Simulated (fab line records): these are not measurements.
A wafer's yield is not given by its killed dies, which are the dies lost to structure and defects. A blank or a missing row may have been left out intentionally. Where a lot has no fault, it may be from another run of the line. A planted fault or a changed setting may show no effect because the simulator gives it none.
8D (eight disciplines) problem report, filled in by code    flow sky130    the parts of the form that need people (team, actions taken, sign-off) are left out

## 1. WHAT IS WRONG
Wafers without a fault read 7.499e+13, standard deviation 8.3e+10; dose_ions_cm2 at SKY_LDD_N_IMPLANT_09 reads a mean of 9.150e+13 on 6 wafers belonging to 2 lots. That is +99 or more standard deviations from the usual mean.
Seen first at day 24 23:36 on implanter-04, wafer L403.2. Wafers with a number at this step in the record: 18, from 6 lots. By rule, "out" or "out of limits" means more than 4 standard deviations away from the usual mean. Any other wafer with a number is counted as sound.

## 2. WHAT IT IS, WHAT IT ISN'T
question                     is                      is not
which readings at this step  dose_ions_cm2           beam_energy_keV, end_station_pressure_torr
which lots                   L403, L404              L385, L392, L401, L406
which wafers of those lots   all that have a number  -
read on which tools          implanter-04            implanter-01, implanter-03
when                         from day 24 23:36       up to then (9 sound wafers); but 3 sound wafers of L406 came after

## 3. SUSPECTS, AND WHAT RULES EACH OUT
Counting: a tool at a process step up to the reading stays a suspect if it ran every lot that is out and no sound lot after the first of them.
- implanter-04 at SKY_LDD_N_IMPLANT_09: kept. It ran every lot that is out, first L403 (day 24 23:36), and no sound lot after that; its last sound lot up to then is L392 (day 22 01:28). On those wafers its own readings are out: dose_ions_cm2.
Left after counting: implanter-04 at SKY_LDD_N_IMPLANT_09.

## 4. THE CAUSE (what the simulator had put in)
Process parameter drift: implanter-04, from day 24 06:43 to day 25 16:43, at SKY_LDD_N_IMPLANT_09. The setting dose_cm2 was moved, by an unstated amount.
Only this tool survived the counting.

## 5. THE EFFECT CHAIN, in route order
Each row: a reading where the mean over the struck wafers with a number is more than 3 standard deviations away from the usual. Scope: only readings with a usual standard deviation given in the record; hours: median across lots of the time from each lot's start at the first step in this table that gives one to its start at this step; sigmas: change in usual standard deviations.
hours  step                  reading             usual      on struck wafers  change      sigmas
0      SKY_LDD_N_IMPLANT_09  beam_on_s           10.00 s    10.96             +0.96       +4.4
0      SKY_LDD_N_IMPLANT_09  dose_ions_cm2       7.499e+13  9.150e+13         +1.651e+13  +99 or more
0      SKY_LDD_N_IMPLANT_09  faraday_current_uA  423        471               +48         +5.1
Its process steps:
- SKY_LDD_N_IMPLANT_09

## 6. HOW IT WOULD HAVE BEEN CAUGHT EARLIER
The fault began at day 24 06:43; the first out-of-limits reading in this record came at day 24 23:36, 17 hours later.
